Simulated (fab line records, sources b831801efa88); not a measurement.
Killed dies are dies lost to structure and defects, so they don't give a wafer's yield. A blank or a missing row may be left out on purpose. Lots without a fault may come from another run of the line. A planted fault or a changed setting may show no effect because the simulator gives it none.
Tool commonality check | flow gf180mcu | 14 lots, 42 wafers sampled

WHY IT WAS OPENED
At GF_VT_IMPLANT_TW_MEAS_10 the reading VT_IMPLANT_TW is flagged on 2 of 14 lots. Wafers without a fault read 564.9, standard deviation 3.
Rule: a lot is flagged when every wafer of it that has a number lies more than 4 standard deviations from that mean, or none has a number. The other lots count as sound.

lot  | measured    | on            | VT_IMPLANT_TW, wafer by wafer | flag
L498 | day 5 14:01 | film_metro-01 | 564.2 563.5 562.8             |
L499 | day 5 18:40 | film_metro-03 | 567.6 568.4 569.6             |
L500 | day 6 03:42 | film_metro-01 | 564.1 560.2 564.1             |
L501 | day 6 09:13 | film_metro-03 | 563.6 563.1 562.7             |
L502 | day 6 14:37 | film_metro-02 | 566.9 566.0 563.3             |
L504 | day 7 01:44 | film_metro-02 | 564.1 568.0 564.0             |
L505 | day 7 07:11 | film_metro-01 | 559.2 562.0 561.0             |
L506 | day 7 23:07 | film_metro-02 | 566.3 567.5 567.2             |
L508 | day 8 14:13 | film_metro-01 | 561.7 564.1 561.2             |
L509 | day 8 21:45 | film_metro-02 | 567.9 568.4 564.7             |
L511 | day 9 07:01 | film_metro-03 | 571.4 571.0 569.2             |
L512 | day 9 11:22 | film_metro-02 | 563.7 564.9 565.1             |
L513 | day 9 13:19 | film_metro-02 | 30.1 30.2 30.1                | FLAGGED
L514 | day 9 19:19 | film_metro-01 | 29.8 30.0 29.7                | FLAGGED
The numbers of the flagged lots are 30.0 on average: -534.9 against the usual, or -99 or more standard deviations.

WHICH TOOL RAN EACH LOT
The record holds 3 process steps before the reading, out of a route of 602 steps. In each cell: the tool, then ch and the chambers that the sampled wafers went through, then the start.
lot  | flag    | GF_DNWELL_STRIP_08                  | GF_MVPSD_STRIP_10                   | GF_VT_IMPLANT_STRIP_09
L498 |         | plasma_asher-03 ch 0,1, day 2 18:15 | plasma_asher-03 ch 0,1, day 4 23:35 | plasma_asher-03 ch 0,1, day 5 13:54
L499 |         | plasma_asher-01 ch 0,1, day 3 00:10 | plasma_asher-02 ch 0,1, day 5 04:26 | plasma_asher-03 ch 0,1, day 5 18:34
L500 |         | plasma_asher-02 ch 0,1, day 3 07:15 | plasma_asher-03 ch 0, day 5 13:19   | plasma_asher-01 ch 1, day 6 03:36
L501 |         | plasma_asher-02 ch 1, day 3 10:52   | plasma_asher-02 ch 0,1, day 5 17:43 | plasma_asher-03 ch 0,1, day 6 09:04
L502 |         | plasma_asher-01 ch 0,1, day 3 16:42 | plasma_asher-02 ch 0,1, day 5 23:52 | plasma_asher-03 ch 0,1, day 6 14:30
L504 |         | plasma_asher-01 ch 0,1, day 4 02:10 | plasma_asher-01 ch 0,1, day 6 10:38 | plasma_asher-03 ch 0,1, day 7 01:38
L505 |         | plasma_asher-02 ch 0,1, day 4 07:01 | plasma_asher-02 ch 0,1, day 6 15:41 | plasma_asher-01 ch 0,1, day 7 07:05
L506 |         | plasma_asher-02 ch 0,1, day 4 19:30 | plasma_asher-03 ch 0, day 7 07:34   | plasma_asher-03 ch 0,1, day 7 23:00
L508 |         | plasma_asher-03 ch 0,1, day 5 06:34 | plasma_asher-03 ch 0,1, day 7 21:23 | plasma_asher-03 ch 0,1, day 8 14:07
L509 |         | plasma_asher-03 ch 1, day 5 13:34   | plasma_asher-01 ch 0, day 8 04:53   | plasma_asher-03 ch 0,1, day 8 21:39
L511 |         | plasma_asher-02 ch 0,1, day 5 21:04 | plasma_asher-02 ch 1, day 8 13:38   | plasma_asher-01 ch 1, day 9 06:55
L512 |         | plasma_asher-02 ch 0,1, day 6 02:45 | plasma_asher-01 ch 0,1, day 8 17:49 | plasma_asher-01 ch 1, day 9 11:16
L513 | FLAGGED | plasma_asher-03 ch 0,1, day 6 04:22 | plasma_asher-03 ch 0,1, day 8 20:46 | plasma_asher-01 ch 0,1, day 9 13:13
L514 | FLAGGED | plasma_asher-02 ch 0,1, day 6 09:22 | plasma_asher-03 ch 0,1, day 9 01:43 | plasma_asher-01 ch 0,1, day 9 19:13
What these steps do:
- GF_DNWELL_STRIP_08: strips in O2/N2.
- GF_MVPSD_STRIP_10: strips in O2/N2.
- GF_VT_IMPLANT_STRIP_09: strips in O2/N2.
- GF_VT_IMPLANT_TW_MEAS_10

FLAGGED OVER TOTAL, TOOL BY TOOL (the gauges that took the reading come last)
step                     | tool            | lots run | flagged | share of the flagged lots | sound lots run after its first flagged lot
GF_DNWELL_STRIP_08       | plasma_asher-01 | 3        | 0       | none                      | -
GF_DNWELL_STRIP_08       | plasma_asher-02 | 7        | 1       | some                      | 0
GF_DNWELL_STRIP_08       | plasma_asher-03 | 4        | 1       | some                      | 0
GF_MVPSD_STRIP_10        | plasma_asher-01 | 3        | 0       | none                      | -
GF_MVPSD_STRIP_10        | plasma_asher-02 | 5        | 0       | none                      | -
GF_MVPSD_STRIP_10        | plasma_asher-03 | 6        | 2       | all                       | 0
GF_VT_IMPLANT_STRIP_09   | plasma_asher-01 | 6        | 2       | all                       | 0
GF_VT_IMPLANT_STRIP_09   | plasma_asher-03 | 8        | 0       | none                      | -
GF_VT_IMPLANT_TW_MEAS_10 | film_metro-01   | 5        | 1       | some                      | 0
GF_VT_IMPLANT_TW_MEAS_10 | film_metro-02   | 6        | 1       | some                      | 0
GF_VT_IMPLANT_TW_MEAS_10 | film_metro-03   | 3        | 0       | none                      | -

WHAT THE TABLE ALLOWS
2 rows of the table ran every flagged lot: plasma_asher-03 at GF_MVPSD_STRIP_10, plasma_asher-01 at GF_VT_IMPLANT_STRIP_09.
- plasma_asher-03 at GF_MVPSD_STRIP_10: 2 of its 6 lots flagged. Its last sound lot is L508 (day 7 21:23), its first flagged lot L513 (day 8 20:46): a fault that began between those two fits. On the flagged lots its readings are blank where sound lots have values: chamber_pressure_mTorr, drypump_motor_current_A, heater_power_w, oes_product_au and 1 more.
- plasma_asher-01 at GF_VT_IMPLANT_STRIP_09: 2 of its 6 lots flagged. Its last sound lot is L512 (day 9 11:16), its first flagged lot L513 (day 9 13:13): a fault that began between those two fits. Its own readings lie more than 4 standard deviations out on every wafer of the flagged lots: strip_time_to_endpoint_s.
Counting lots can't tell these 2 tools apart, because each fits a fault that began at some hour. More lots, or a look at what each step does to the wafer, might.

WHAT THE SIMULATOR HAD PUT IN
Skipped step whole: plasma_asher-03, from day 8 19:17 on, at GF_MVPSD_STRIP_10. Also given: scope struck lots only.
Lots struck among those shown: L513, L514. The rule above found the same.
